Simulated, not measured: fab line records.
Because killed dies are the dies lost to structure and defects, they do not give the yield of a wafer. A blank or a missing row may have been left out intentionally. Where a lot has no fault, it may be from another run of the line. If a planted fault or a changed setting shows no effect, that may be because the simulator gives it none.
Which of the tools did it? ; flow gf180mcu ; Sampling: 7 lots, 21 wafers, 2 of 602 route steps

## WHAT EACH GAUGE READ, for each wafer
GF_V1_THK_MEAS_03.
lot;measured;on;V1_CVD_02_THK (nm)
L886;day 17 04:07;filmMetro-04;842 844 852
L889;day 19 00:31;filmMetro-02;835 844 855
L892;day 19 17:47;filmMetro-02;852 856 870
L894;day 21 03:41;filmMetro-04;852 844 867
L896;day 21 15:16;filmMetro-04;844 841 863
L899;day 22 13:28;filmMetro-01;830 834 853
L901;day 23 03:34;filmMetro-02;838 845 855

## WHICH TOOL RAN EACH LOT (tool, then ch and the chambers of the sampled wafers, then the start)
lot;GF_MVPSD_EXPOSE_04
L886;ilineStepper-02 ch 0, day 4 22:58
L889;ilineStepper-01 ch 0, day 6 04:33
L892;ilineStepper-01 ch 0, day 6 12:32
L894;ilineStepper-02 ch 0, day 7 02:16
L896;ilineStepper-02 ch 0, day 7 10:25
L899;ilineStepper-02, day 8 01:01
L901;ilineStepper-02, day 8 14:06
- GF_MVPSD_EXPOSE_04: exposes mask MVPSD, target cd 1000 nm.

## THE ANSWER, worked out from the rows above alone
Rule: what is usual is taken from the lots themselves. Put in order of their means at a reading, lots are off if they are a third of the lots or fewer, leave a main group of 4 or more, and stand apart from it by a gap of 3 or more times the standard deviation of the main group's means; of several such gaps the widest counts. The tables above print the reading to a certain number of digits; a main group whose means all agree to those digits is not used. A lot without any number at a reading at which 4 lots or more have one is off too. Where the step has rows for the other lots, those lots are counted as sound.
No lot is off at any reading shown: from this, nothing can be told.

## WHAT THE SIMULATOR HAD PUT IN
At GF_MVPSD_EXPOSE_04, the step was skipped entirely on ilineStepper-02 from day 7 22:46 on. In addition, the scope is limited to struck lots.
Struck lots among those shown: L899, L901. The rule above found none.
